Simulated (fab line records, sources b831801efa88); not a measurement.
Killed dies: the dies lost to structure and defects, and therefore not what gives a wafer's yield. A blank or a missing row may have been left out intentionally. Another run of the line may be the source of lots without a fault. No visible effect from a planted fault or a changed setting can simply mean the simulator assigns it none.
Chamber matching / flow gf180mcu / GF_CONTACT_CMP_04 on cmp-02: 4 sister chambers
The step polishes SiO2. 4 wafers are shown with their chamber, then 10 later ones without.

EACH WAFER AND ITS CHAMBER
wafer=L169.2; chamber=2; motor_current_A (A)=12.2
wafer=L169.3; chamber=3; motor_current_A (A)=11.1
wafer=L171.1; chamber=0; motor_current_A (A)=14.2
wafer=L171.3; chamber=1; motor_current_A (A)=11.1

WAFERS MISSING THEIR CHAMBER
wafer=L171.4; motor_current_A (A)=10.8
wafer=L172.1; motor_current_A (A)=11.1
wafer=L172.3; motor_current_A (A)=13.9
wafer=L172.6; motor_current_A (A)=11.4
wafer=L174.3; motor_current_A (A)=12.5
wafer=L174.4; motor_current_A (A)=14.0
wafer=L174.6; motor_current_A (A)=12.1
wafer=L176.3; motor_current_A (A)=13.8
wafer=L176.5; motor_current_A (A)=14.4
wafer=L176.6; motor_current_A (A)=11.4

EACH ONE'S CHAMBER
wafer=L171.4; from the rows above=can't be placed: 1 or 3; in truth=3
wafer=L172.1; from the rows above=can't be placed: 1 or 3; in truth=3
wafer=L172.3; from the rows above=0; in truth=0
wafer=L172.6; from the rows above=can't be placed: 1 or 3 or 2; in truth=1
wafer=L174.3; from the rows above=2; in truth=2
wafer=L174.4; from the rows above=0; in truth=0
wafer=L174.6; from the rows above=2; in truth=2
wafer=L176.3; from the rows above=0; in truth=0
wafer=L176.5; from the rows above=0; in truth=0
wafer=L176.6; from the rows above=can't be placed: 1 or 3 or 2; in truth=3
Placed correctly: 6 of 10. Unplaceable from these rows: 4, with the true chamber sitting among the candidates in 4. Number placed wrongly: 0.
How it was worked out, from the rows above alone: a wafer's distance from a chamber is the root of the sum, over the readings, of the square of ((its reading less the chamber's mean) divided by the reading's scatter). The wafer belongs to the nearest chamber; if the next one is less than 2 further off, it can't be placed. For every chamber, the mean is computed from those of its wafers that are shown. The scatter: root of mean squared gap, hidden wafer to nearest shown wafer, with one shown wafer a chamber.
